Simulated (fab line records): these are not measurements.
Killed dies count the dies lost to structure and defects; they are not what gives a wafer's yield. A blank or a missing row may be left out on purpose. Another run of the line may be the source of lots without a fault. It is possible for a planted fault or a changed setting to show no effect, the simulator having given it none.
Chamber matching / flow gf180mcu / 4 sister chambers for GF_CONTACT_CMP_04 on cmp-02
The step polishes SiO2. 4 wafers are shown with their chamber, then 7 later ones without.

== EACH WAFER AND ITS CHAMBER ==
wafer=L269.3; chamber=0; motor_current_A (A)=11.4
wafer=L269.4; chamber=3; motor_current_A (A)=11.8
wafer=L278.3; chamber=2; motor_current_A (A)=10.6
wafer=L278.5; chamber=1; motor_current_A (A)=12.9

== WAFERS WITHOUT THEIR CHAMBER ==
wafer=L278.6; motor_current_A (A)=11.9
wafer=L279.1; motor_current_A (A)=11.7
wafer=L279.2; motor_current_A (A)=11.7
wafer=L279.6; motor_current_A (A)=11.8
wafer=L280.1; motor_current_A (A)=11.4
wafer=L280.2; motor_current_A (A)=11.9
wafer=L280.4; motor_current_A (A)=10.7

== WHICH CHAMBER EACH ONE RAN IN ==
wafer=L278.6; from the rows above=3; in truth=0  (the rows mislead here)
wafer=L279.1; from the rows above=3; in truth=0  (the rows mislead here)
wafer=L279.2; from the rows above=3; in truth=3
wafer=L279.6; from the rows above=3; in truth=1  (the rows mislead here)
wafer=L280.1; from the rows above=0; in truth=0
wafer=L280.2; from the rows above=3; in truth=3
wafer=L280.4; from the rows above=2; in truth=2
Correctly placed: 4 of 7. Left unplaced by these rows: 0. Number placed wrongly: 3.
How it was worked out, from the rows above alone: a wafer's distance from a chamber is the root of the sum, over the readings, of the square of ((its reading less the chamber's mean) divided by the reading's scatter). The wafer belongs to the nearest chamber; if the next one is less than 2 further off, it can't be placed. Each chamber's mean is taken over the wafers shown for it. The scatter (one wafer shown for each chamber): square how far every hidden wafer sits from the nearest shown wafer, average those squares and take the square root.
